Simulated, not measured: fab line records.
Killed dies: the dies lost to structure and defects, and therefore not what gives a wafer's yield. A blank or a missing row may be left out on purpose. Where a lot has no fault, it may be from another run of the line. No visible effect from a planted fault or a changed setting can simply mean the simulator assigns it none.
Comparing a struck lot with a sound one	flow sky130	29 steps out of a route of 708
Sound: wafers L515.1, L515.3, L515.5. Wafers struck: L506.1, L506.3, L506.6. Last of all comes the cause.
At each step with rows: each side's tool, then ch and its chambers, then its first start. Under that, the readings that differ: sound wafers	struck wafers	difference of the means	sigmas: that difference in standard deviations of wafers without a fault.
alike: readings with means less than 2 such deviations apart, plus words and numbers identical on both sides. not compared: withheld readings, readings lacking a value on some wafer, bounds such as >300 that could conceal the same value, and numbers that have no deviation in the record and whose values overlap.
A row with sigmas, a row that says differs or no value, or rows on one side alone: a step with any of these is where the two part. Numbers that don't overlap but have no deviation are shown without sigmas and don't part them. A reading missing from all wafers of one side parts the sides only when that side holds two or more wafers.

SKY_LI_CONTACT_OVL_MEAS_13:
  sound: overlay-02 at day 33 12:19; struck: overlay-02 at day 30 15:31
reading	sound	struck	difference	sigmas
LI_CONTACT_OVL (nm)	2 4 5	-12 -6 -3	-11	-2
then, 2 steps without rows for these wafers: SKY_LI_CONTACT_ETCH_14 (etches BARC in N2/H2, stops on SiO2, time 45.9 s, target depth 60 nm); SKY_LI_CONTACT_ETCH_15 (etches PSG in C4F8/O2/Ar, stops on Si, target depth 600 nm).
SKY_LI_CONTACT_STRIP_16: strips in O2/N2.
  sound on plasma-asher-01 ch 0,1, day 33 12:28; struck on plasma-asher-01 ch 0,1, day 30 15:41
  alike: drypump-motor-current-A, oes-product-au, strip-time-to-endpoint-s
  not compared: rf-hours-counter-h
then, 3 steps without rows for these wafers: SKY_LI_CONTACT_CLEAN_17 (cleans in NMP, time 600 s); SKY_LI_CONTACT_PRE_CLEAN_18 (time 5.6 s); SKY_LI_CONTACT_SPUTTER_19 (material Ti, target thk 20 nm, time 106.37 s).
SKY_LI_CONTACT_SPUTTER_20: material TiN, target thk 20 nm, time 80 s.
  sound: pvd-sputter-03 at day 33 12:50; struck: pvd-sputter-02 at day 30 16:04
  alike: cathode-dc-power-W, chamber-pressure-pa, throttle-valve-pct
SKY_LI_CONTACT_CVD_21: deposits W, target thk 400 nm, time 120.56 s.
  sound on cvd-w-02 ch 0,1, day 33 12:54; struck on cvd-w-02 ch 1, day 30 16:07
  alike: heater-power-w, susceptor-temp-C
SKY_LI_CONTACT_RS_MEAS_22: uses a four-point probe to measure.
  sound: film-metro-01 at day 33 13:02; struck: film-metro-02 at day 30 16:14
  alike: LI_CONTACT_W_RS
SKY_LI_CONTACT_THK_MEAS_23: measures by xrf.
  sound: film-metro-01 at day 33 13:09; struck: film-metro-02 at day 30 16:22
  alike: LI_CONTACT_W_THK
SKY_LI_CONTACT_CMP_24: polishes, stops on PSG, t overpolish 20 s, target thk 0 nm.
  sound on cmp-01 ch 1,2,3, day 33 13:16; struck on cmp-01 ch 1,2,3, day 30 16:28
  alike: motor-current-A, overpolish-run-s, slurry-filter-dp-kPa, slurry-flow-ml-min, time-to-endpoint-s
SKY_LOCAL_INTERCONNECT_SPUTTER_00: material TiN, target thk 100 nm, time 83.3 s.
  sound: pvd-sputter-01 at day 33 13:31; struck: pvd-sputter-04 at day 30 16:43
  no value came back on the struck wafers for cathode-dc-power-W (W), chamber-pressure-pa (Pa), susceptor-temp-C (C), throttle-valve-pct (%); on the sound wafers cathode-dc-power-W (W) reads 6500.9 6498.6 6502.0
SKY_LOCAL_INTERCONNECT_RS_MEAS_01: uses a four-point probe to measure.
  sound: film-metro-03 at day 33 13:34; struck: film-metro-03 at day 30 16:47
reading	sound	struck	difference	sigmas
LOCAL_INTERCONNECT_TIN_RS (ohm/sq)	14.13 14.04 14.05	- - -	no value on the struck wafers	
SKY_LOCAL_INTERCONNECT_THK_MEAS_02: measures by xrf.
  sound: film-metro-03 at day 33 13:41; struck: film-metro-03 at day 30 16:55
reading	sound	struck	difference	sigmas
LOCAL_INTERCONNECT_TIN_THK (nm)	98.8 99.3 99.2	<0.0 <0.0 <0.0	differs	
then, 8 steps without rows for these wafers: SKY_LOCAL_INTERCONNECT_DEHYDRATE_03 (time 60 s); SKY_LOCAL_INTERCONNECT_HMDS_04 (prime time 60 s); SKY_LOCAL_INTERCONNECT_COAT_05 (resist thk 60 nm); SKY_LOCAL_INTERCONNECT_COAT_06 (resist thk 450 nm); SKY_LOCAL_INTERCONNECT_SOFTBAKE_07 (time 90 s); SKY_LOCAL_INTERCONNECT_EXPOSE_08 (exposes mask LI1M, target cd 170 nm); SKY_LOCAL_INTERCONNECT_PEB_09; SKY_LOCAL_INTERCONNECT_DEVELOP_10 (develop time 60 s).
SKY_LOCAL_INTERCONNECT_CD_MEAS_11 targets a cd of 170 nm.
  sound: cd-sem-01 at day 34 16:11; struck: cd-sem-01 at day 31 20:53
  alike: cd-nm
SKY_LOCAL_INTERCONNECT_OVL_MEAS_12:
  sound: overlay-01 at day 34 16:19; struck: overlay-01 at day 31 21:01
  alike: LOCAL_INTERCONNECT_OVL
then, 1 step without rows for these wafers: SKY_LOCAL_INTERCONNECT_ETCH_13 (etches BARC in N2/H2, stops on SiO2, time 45.9 s, target depth 60 nm).
SKY_LOCAL_INTERCONNECT_METAL_ETCH_14: etches TiN in Cl2/BCl3, stops on PSG, target depth 110 nm, time 31.4 s.
  sound on rie-metal-03 ch 0,1, day 34 16:25; struck on rie-metal-02 ch 1, day 31 21:06
reading	sound	struck	difference	sigmas
oes-product-au (a.u.)	0.939 0.947 0.947	0.487 0.498 0.491	-0.452	-54
throttle-valve-pct (%)	21.880 21.901 21.895	22.202 22.177 22.193	+0.299	+30
  alike: drypump-motor-current-A
  not compared: rf-hours-counter-h
SKY_LOCAL_INTERCONNECT_STRIP_15: strips in O2/N2.
  sound on plasma-asher-04 ch 0,1, day 34 16:28; struck on plasma-asher-04 ch 0,1, day 31 21:10
  alike: drypump-motor-current-A, oes-product-au, strip-time-to-endpoint-s
  not compared: rf-hours-counter-h
-- record jumps: 15 days separate the struck wafers' starts on either side; left off in module LOCAL_INTERCONNECT, taken up again in module PAD_OPEN, whose first shown step is the route's number 708 --
SKY_PAD_OPEN_PROBE_99:
  sound: prober-01 at day 48 23:26; struck: prober-02 at day 46 19:58
reading	sound	struck	difference	sigmas
killed_at_M0_to_M3	41 41 33	10 10 10	-28	-4
killed-at-contacts	31 27 28	474 479 479	+449	+82
killed-at-front-end	21 25 17	7 3 3	-17	-4
killed-dies	98 94 82	492 492 492	+401	+43
killed-on-rim	13 18 15	96 96 96	+81	+21
killed-open	53 57 41	12 8 8	-41	-6
killed-short	45 35 40	8 12 9	-30	-5
  alike: killed_at_M4_up, killed-at-other

WHERE THEY PART
First at SKY_LI_CONTACT_OVL_MEAS_13; last, within this record, at SKY_PAD_OPEN_PROBE_99.

WHY: the cause the simulator had injected
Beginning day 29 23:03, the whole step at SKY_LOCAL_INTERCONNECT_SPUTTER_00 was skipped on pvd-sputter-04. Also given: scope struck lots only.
